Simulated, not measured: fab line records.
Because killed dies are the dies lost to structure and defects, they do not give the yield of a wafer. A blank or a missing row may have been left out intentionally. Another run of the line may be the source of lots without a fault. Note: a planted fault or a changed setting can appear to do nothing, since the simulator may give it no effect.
Split-lot experiment || flow sfq line || 23 wafers read across 5 lots, on a route 325 steps long

SPLIT DETAILS
At SFQ_TRILAYER_M4_LITHO_COAT_098 (resist thk 62 nm), the setting resist thk nm was moved away from the recipe's 62 nm on 8 of the 23 wafers read, by -2.0% to +5.6%. This setting was run at the recipe's value on the other wafers.

Reading taken at the split's own step.

THE READING
BARC_of_TRILAYER_M4_LITHO_COAT_098.thk nm (the simulator's own value, which no gauge read), in nm, at SFQ_TRILAYER_M4_LITHO_COAT_098 (resist thk 62 nm). The file does not state a usual value for it. The 15 wafers here that ran the recipe average 62.09 nm, standard deviation 0.22 nm.

{"wafer": "L075.1", "tool, chamber at the split": "litho track-04, 0", "resist thk nm as run, nm": 60.77, "against the recipe": "-2.0%", "BARC_of_TRILAYER_M4_LITHO_COAT_098.thk nm, nm": 60.56, "against lot-mates on the recipe": -1.26}
{"wafer": "L075.3", "tool, chamber at the split": "litho track-04, 0", "resist thk nm as run, nm": 62, "against the recipe": "recipe", "BARC_of_TRILAYER_M4_LITHO_COAT_098.thk nm, nm": 61.76, "against lot-mates on the recipe": "-"}
{"wafer": "L075.4", "tool, chamber at the split": "litho track-04, 0", "resist thk nm as run, nm": 60.77, "against the recipe": "-2.0%", "BARC_of_TRILAYER_M4_LITHO_COAT_098.thk nm, nm": 60.48, "against lot-mates on the recipe": -1.34}
{"wafer": "L075.5", "tool, chamber at the split": "litho track-04, 0", "resist thk nm as run, nm": 60.77, "against the recipe": "-2.0%", "BARC_of_TRILAYER_M4_LITHO_COAT_098.thk nm, nm": 60.55, "against lot-mates on the recipe": -1.27}
{"wafer": "L075.6", "tool, chamber at the split": "litho track-04, 0", "resist thk nm as run, nm": 62, "against the recipe": "recipe", "BARC_of_TRILAYER_M4_LITHO_COAT_098.thk nm, nm": 61.88, "against lot-mates on the recipe": "-"}
{"wafer": "L076.1", "tool, chamber at the split": "litho track-04, 0", "resist thk nm as run, nm": 65.5, "against the recipe": "+5.6%", "BARC_of_TRILAYER_M4_LITHO_COAT_098.thk nm, nm": 65.31, "against lot-mates on the recipe": "+3.40"}
{"wafer": "L076.2", "tool, chamber at the split": "litho track-04, 0", "resist thk nm as run, nm": 65.5, "against the recipe": "+5.6%", "BARC_of_TRILAYER_M4_LITHO_COAT_098.thk nm, nm": 65.36, "against lot-mates on the recipe": "+3.45"}
{"wafer": "L076.3", "tool, chamber at the split": "litho track-04, 0", "resist thk nm as run, nm": 62, "against the recipe": "recipe", "BARC_of_TRILAYER_M4_LITHO_COAT_098.thk nm, nm": 61.84, "against lot-mates on the recipe": "-"}
{"wafer": "L076.5", "tool, chamber at the split": "litho track-04, 0", "resist thk nm as run, nm": 62, "against the recipe": "recipe", "BARC_of_TRILAYER_M4_LITHO_COAT_098.thk nm, nm": 62.1, "against lot-mates on the recipe": "-"}
{"wafer": "L076.6", "tool, chamber at the split": "litho track-04, 0", "resist thk nm as run, nm": 62, "against the recipe": "recipe", "BARC_of_TRILAYER_M4_LITHO_COAT_098.thk nm, nm": 61.79, "against lot-mates on the recipe": "-"}
{"wafer": "L077.1", "tool, chamber at the split": "litho track-04, 0", "resist thk nm as run, nm": 62, "against the recipe": "recipe", "BARC_of_TRILAYER_M4_LITHO_COAT_098.thk nm, nm": 62.1, "against lot-mates on the recipe": "-"}
{"wafer": "L077.2", "tool, chamber at the split": "litho track-04, 0", "resist thk nm as run, nm": 62, "against the recipe": "recipe", "BARC_of_TRILAYER_M4_LITHO_COAT_098.thk nm, nm": 62.21, "against lot-mates on the recipe": "-"}
{"wafer": "L077.6", "tool, chamber at the split": "litho track-04, 0", "resist thk nm as run, nm": 62, "against the recipe": "recipe", "BARC_of_TRILAYER_M4_LITHO_COAT_098.thk nm, nm": 62.21, "against lot-mates on the recipe": "-"}
{"wafer": "L077.3", "tool, chamber at the split": "litho track-04, 0", "resist thk nm as run, nm": 62, "against the recipe": "recipe", "BARC_of_TRILAYER_M4_LITHO_COAT_098.thk nm, nm": 62.15, "against lot-mates on the recipe": "-"}
{"wafer": "L077.4", "tool, chamber at the split": "litho track-04, 0", "resist thk nm as run, nm": 62, "against the recipe": "recipe", "BARC_of_TRILAYER_M4_LITHO_COAT_098.thk nm, nm": 62.19, "against lot-mates on the recipe": "-"}
{"wafer": "L080.1", "tool, chamber at the split": "litho track-01, 0", "resist thk nm as run, nm": 62, "against the recipe": "recipe", "BARC_of_TRILAYER_M4_LITHO_COAT_098.thk nm, nm": 61.88, "against lot-mates on the recipe": "-"}
{"wafer": "L080.2", "tool, chamber at the split": "litho track-01, 0", "resist thk nm as run, nm": 62, "against the recipe": "recipe", "BARC_of_TRILAYER_M4_LITHO_COAT_098.thk nm, nm": 61.98, "against lot-mates on the recipe": "-"}
{"wafer": "L080.3", "tool, chamber at the split": "litho track-01, 0", "resist thk nm as run, nm": 64.33, "against the recipe": "+3.8%", "BARC_of_TRILAYER_M4_LITHO_COAT_098.thk nm, nm": 64.31, "against lot-mates on the recipe": "+2.38"}
{"wafer": "L080.5", "tool, chamber at the split": "litho track-01, 0", "resist thk nm as run, nm": 64.33, "against the recipe": "+3.8%", "BARC_of_TRILAYER_M4_LITHO_COAT_098.thk nm, nm": 64.26, "against lot-mates on the recipe": "+2.33"}
{"wafer": "L080.6", "tool, chamber at the split": "litho track-01, 0", "resist thk nm as run, nm": 64.33, "against the recipe": "+3.8%", "BARC_of_TRILAYER_M4_LITHO_COAT_098.thk nm, nm": 64.32, "against lot-mates on the recipe": "+2.39"}
{"wafer": "L082.3", "tool, chamber at the split": "litho track-02, 0", "resist thk nm as run, nm": 62, "against the recipe": "recipe", "BARC_of_TRILAYER_M4_LITHO_COAT_098.thk nm, nm": 62.39, "against lot-mates on the recipe": "-"}
{"wafer": "L082.5", "tool, chamber at the split": "litho track-02, 0", "resist thk nm as run, nm": 62, "against the recipe": "recipe", "BARC_of_TRILAYER_M4_LITHO_COAT_098.thk nm, nm": 62.28, "against lot-mates on the recipe": "-"}
{"wafer": "L082.6", "tool, chamber at the split": "litho track-02, 0", "resist thk nm as run, nm": 62, "against the recipe": "recipe", "BARC_of_TRILAYER_M4_LITHO_COAT_098.thk nm, nm": 62.54, "against lot-mates on the recipe": "-"}

THE FIT
A straight line over all 23 wafers: BARC_of_TRILAYER_M4_LITHO_COAT_098.thk nm changes by +0.611 nm for each +1% of resist thk nm; r = +0.99; the points scatter about the line by 0.23 nm.
The same after taking each lot's own level away (the mean of its wafers on the recipe; 23 wafers): +0.621 nm for each +1%; r = +1.00; scatter 0.082 nm.
On that fit, the largest move of resist thk nm shifts the reading by 3.5 nm.
The lots' own levels span 61.820 to 62.403 nm, that is 2.6 times the standard deviation above.
The two slopes are in agreement: the lot-to-lot level therefore moves the slope only a little.
Check: for one of the wafers moved furthest among these (+5.6%), held out of the fit, the line's prediction against its lot-mates is +3.53 nm. Against them it came out at +3.4 nm.

THE OTHER SPLITS THESE WAFERS WENT THROUGH
Note: prior to the reading, these wafers also went through further splits. Each is held against what the fit with the lots' levels taken away leaves over:
{"other split on the same wafers": "SFQ_TRILAYER_I1_VIA_LITHO_EXPOSE_050 dose mj", "wafers away from the commonest value": 8, "r with BARC_of_TRILAYER_M4_LITHO_COAT_098.thk nm (lot level and that fit taken away)": "+0.00"}
{"other split on the same wafers": "SFQ_TRILAYER_M2_DEP_SPUTTER_055 time s", "wafers away from the commonest value": 8, "r with BARC_of_TRILAYER_M4_LITHO_COAT_098.thk nm (lot level and that fit taken away)": -0.04}
{"other split on the same wafers": "SFQ_TRILAYER_M2_LITHO_EXPOSE_058 dose mj", "wafers away from the commonest value": 8, "r with BARC_of_TRILAYER_M4_LITHO_COAT_098.thk nm (lot level and that fit taken away)": -0.20}
{"other split on the same wafers": "SFQ_TRILAYER_M3_LITHO_COAT_075 resist thk nm", "wafers away from the commonest value": 5, "r with BARC_of_TRILAYER_M4_LITHO_COAT_098.thk nm (lot level and that fit taken away)": -0.16}
{"other split on the same wafers": "SFQ_TRILAYER_M3_BARC_OPEN_METAL_ETCH_100 bias w", "wafers away from the commonest value": 6, "r with BARC_of_TRILAYER_M4_LITHO_COAT_098.thk nm (lot level and that fit taken away)": "+0.00"}
{"other split on the same wafers": "SFQ_TRILAYER_I3_VIA_LITHO_COAT_085 resist thk nm", "wafers away from the commonest value": 7, "r with BARC_of_TRILAYER_M4_LITHO_COAT_098.thk nm (lot level and that fit taken away)": -0.22}
{"other split on the same wafers": "SFQ_TRILAYER_I3_VIA_BARC_OPEN_VIA_ETCH_121 source w", "wafers away from the commonest value": 9, "r with BARC_of_TRILAYER_M4_LITHO_COAT_098.thk nm (lot level and that fit taken away)": "+0.12"}
{"other split on the same wafers": "SFQ_TRILAYER_I3_VIA_ETCH_VIA_ETCH_088 bias w", "wafers away from the commonest value": 9, "r with BARC_of_TRILAYER_M4_LITHO_COAT_098.thk nm (lot level and that fit taken away)": -0.13}

THE FILE'S OWN FIT
BARC_of_TRILAYER_M4_LITHO_COAT_098.thk nm changes by +0.617 nm for each +1% of resist thk nm, r = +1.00.
